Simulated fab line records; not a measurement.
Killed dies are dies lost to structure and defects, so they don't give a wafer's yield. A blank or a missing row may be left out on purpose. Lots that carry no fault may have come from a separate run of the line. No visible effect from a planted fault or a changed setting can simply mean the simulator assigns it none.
Split-lot experiment :: flow sfq-line :: 5 lots, 27 wafers read, on a route of 325 steps

ABOUT THE SPLIT
At SFQ_TRILAYER_JJ_TRILAYER_DEP_SPUTTER_110 (material Al, target thk 8 nm, time 10 s), the setting time-s was moved away from the recipe's 10 s on 12 of the 27 wafers read, by -34.7% to +43.1%. The other wafers ran this setting at the recipe's value.

The split's own step is where the reading is taken.

THE READING
Al_of_TRILAYER_JJ_TRILAYER_DEP_SPUTTER_110.thk-nm (the simulator's own value, which no gauge read), in nm, at SFQ_TRILAYER_JJ_TRILAYER_DEP_SPUTTER_110 (material Al, target thk 8 nm, time 10 s). There is no usual value for it anywhere in the file. Across the 15 wafers here that went through the recipe, the average is 8.031 nm and the standard deviation 0.13 nm.

wafer: L074.1
tool, chamber at the split: pvd-sputter-05, -
time-s as run, s: 10
against the recipe: recipe
Al_of_TRILAYER_JJ_TRILAYER_DEP_SPUTTER_110.thk-nm, nm: 8.035
against lot-mates on the recipe: -

wafer: L074.4
tool, chamber at the split: pvd-sputter-05, -
time-s as run, s: 10
against the recipe: recipe
Al_of_TRILAYER_JJ_TRILAYER_DEP_SPUTTER_110.thk-nm, nm: 8.032
against lot-mates on the recipe: -

wafer: L074.5
tool, chamber at the split: pvd-sputter-05, -
time-s as run, s: 10
against the recipe: recipe
Al_of_TRILAYER_JJ_TRILAYER_DEP_SPUTTER_110.thk-nm, nm: 7.931
against lot-mates on the recipe: -

wafer: L077.1
tool, chamber at the split: pvd-sputter-05, -
time-s as run, s: 6.528
against the recipe: -34.7%
Al_of_TRILAYER_JJ_TRILAYER_DEP_SPUTTER_110.thk-nm, nm: 5.275
against lot-mates on the recipe: -2.728

wafer: L077.2
tool, chamber at the split: pvd-sputter-05, -
time-s as run, s: 10
against the recipe: recipe
Al_of_TRILAYER_JJ_TRILAYER_DEP_SPUTTER_110.thk-nm, nm: 7.969
against lot-mates on the recipe: -

wafer: L077.3
tool, chamber at the split: pvd-sputter-05, -
time-s as run, s: 10
against the recipe: recipe
Al_of_TRILAYER_JJ_TRILAYER_DEP_SPUTTER_110.thk-nm, nm: 7.973
against lot-mates on the recipe: -

wafer: L077.4
tool, chamber at the split: pvd-sputter-05, -
time-s as run, s: 6.528
against the recipe: -34.7%
Al_of_TRILAYER_JJ_TRILAYER_DEP_SPUTTER_110.thk-nm, nm: 5.267
against lot-mates on the recipe: -2.736

wafer: L077.5
tool, chamber at the split: pvd-sputter-05, -
time-s as run, s: 6.528
against the recipe: -34.7%
Al_of_TRILAYER_JJ_TRILAYER_DEP_SPUTTER_110.thk-nm, nm: 5.165
against lot-mates on the recipe: -2.838

wafer: L077.6
tool, chamber at the split: pvd-sputter-05, -
time-s as run, s: 10
against the recipe: recipe
Al_of_TRILAYER_JJ_TRILAYER_DEP_SPUTTER_110.thk-nm, nm: 8.068
against lot-mates on the recipe: -

wafer: L078.1
tool, chamber at the split: pvd-sputter-04, -
time-s as run, s: 10
against the recipe: recipe
Al_of_TRILAYER_JJ_TRILAYER_DEP_SPUTTER_110.thk-nm, nm: 8.18
against lot-mates on the recipe: -

wafer: L078.2
tool, chamber at the split: pvd-sputter-04, -
time-s as run, s: 12.62
against the recipe: +26.2%
Al_of_TRILAYER_JJ_TRILAYER_DEP_SPUTTER_110.thk-nm, nm: 10.63
against lot-mates on the recipe: +2.382

wafer: L078.3
tool, chamber at the split: pvd-sputter-04, -
time-s as run, s: 10
against the recipe: recipe
Al_of_TRILAYER_JJ_TRILAYER_DEP_SPUTTER_110.thk-nm, nm: 8.36
against lot-mates on the recipe: -

wafer: L078.4
tool, chamber at the split: pvd-sputter-04, -
time-s as run, s: 10
against the recipe: recipe
Al_of_TRILAYER_JJ_TRILAYER_DEP_SPUTTER_110.thk-nm, nm: 8.203
against lot-mates on the recipe: -

wafer: L078.5
tool, chamber at the split: pvd-sputter-04, -
time-s as run, s: 12.62
against the recipe: +26.2%
Al_of_TRILAYER_JJ_TRILAYER_DEP_SPUTTER_110.thk-nm, nm: 10.28
against lot-mates on the recipe: +2.032

wafer: L078.6
tool, chamber at the split: pvd-sputter-04, -
time-s as run, s: 12.62
against the recipe: +26.2%
Al_of_TRILAYER_JJ_TRILAYER_DEP_SPUTTER_110.thk-nm, nm: 10.59
against lot-mates on the recipe: +2.342

wafer: L081.1
tool, chamber at the split: pvd-sputter-05, -
time-s as run, s: 10
against the recipe: recipe
Al_of_TRILAYER_JJ_TRILAYER_DEP_SPUTTER_110.thk-nm, nm: 7.944
against lot-mates on the recipe: -

wafer: L081.2
tool, chamber at the split: pvd-sputter-05, -
time-s as run, s: 14.31
against the recipe: +43.1%
Al_of_TRILAYER_JJ_TRILAYER_DEP_SPUTTER_110.thk-nm, nm: 11.32
against lot-mates on the recipe: +3.408

wafer: L081.3
tool, chamber at the split: pvd-sputter-05, -
time-s as run, s: 14.31
against the recipe: +43.1%
Al_of_TRILAYER_JJ_TRILAYER_DEP_SPUTTER_110.thk-nm, nm: 11.21
against lot-mates on the recipe: +3.298

wafer: L081.4
tool, chamber at the split: pvd-sputter-05, -
time-s as run, s: 10
against the recipe: recipe
Al_of_TRILAYER_JJ_TRILAYER_DEP_SPUTTER_110.thk-nm, nm: 7.896
against lot-mates on the recipe: -

wafer: L081.5
tool, chamber at the split: pvd-sputter-05, -
time-s as run, s: 14.31
against the recipe: +43.1%
Al_of_TRILAYER_JJ_TRILAYER_DEP_SPUTTER_110.thk-nm, nm: 11.17
against lot-mates on the recipe: +3.258

wafer: L081.6
tool, chamber at the split: pvd-sputter-05, -
time-s as run, s: 10
against the recipe: recipe
Al_of_TRILAYER_JJ_TRILAYER_DEP_SPUTTER_110.thk-nm, nm: 7.897
against lot-mates on the recipe: -

wafer: L082.1
tool, chamber at the split: pvd-sputter-03, -
time-s as run, s: 6.737
against the recipe: -32.6%
Al_of_TRILAYER_JJ_TRILAYER_DEP_SPUTTER_110.thk-nm, nm: 5.441
against lot-mates on the recipe: -2.553

wafer: L082.2
tool, chamber at the split: pvd-sputter-03, -
time-s as run, s: 10
against the recipe: recipe
Al_of_TRILAYER_JJ_TRILAYER_DEP_SPUTTER_110.thk-nm, nm: 8.073
against lot-mates on the recipe: -

wafer: L082.3
tool, chamber at the split: pvd-sputter-03, -
time-s as run, s: 10
against the recipe: recipe
Al_of_TRILAYER_JJ_TRILAYER_DEP_SPUTTER_110.thk-nm, nm: 7.828
against lot-mates on the recipe: -

wafer: L082.4
tool, chamber at the split: pvd-sputter-03, -
time-s as run, s: 10
against the recipe: recipe
Al_of_TRILAYER_JJ_TRILAYER_DEP_SPUTTER_110.thk-nm, nm: 8.082
against lot-mates on the recipe: -

wafer: L082.5
tool, chamber at the split: pvd-sputter-03, -
time-s as run, s: 6.737
against the recipe: -32.6%
Al_of_TRILAYER_JJ_TRILAYER_DEP_SPUTTER_110.thk-nm, nm: 5.476
against lot-mates on the recipe: -2.518

wafer: L082.6
tool, chamber at the split: pvd-sputter-03, -
time-s as run, s: 6.737
against the recipe: -32.6%
Al_of_TRILAYER_JJ_TRILAYER_DEP_SPUTTER_110.thk-nm, nm: 5.219
against lot-mates on the recipe: -2.775

FIT RESULTS
A straight line over all 27 wafers: Al_of_TRILAYER_JJ_TRILAYER_DEP_SPUTTER_110.thk-nm changes by +0.0802 nm for each +1% of time-s; r = +0.99; the points scatter about the line by 0.2 nm.
The same after taking each lot's own level away (the mean of its wafers on the recipe; 27 wafers): +0.0797 nm for each +1%; r = +1.00; scatter 0.11 nm.
Per that fit: largest time-s move, reading shift of 3.4 nm.
The lots' own levels span 7.9123 to 8.2477 nm, that is 2.5 times the standard deviation above.
Consequently the slope shifts little with the lot-to-lot level, the two slopes agreeing.
Check: for one of the wafers moved furthest among these (+43.1%), held out of the fit, the line's prediction against its lot-mates is +3.44 nm. Against them it came out at +3.41 nm.

FILE'S OWN FIT
Al_of_TRILAYER_JJ_TRILAYER_DEP_SPUTTER_110.thk-nm changes by +0.0796 nm for each +1% of time-s, r = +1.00.
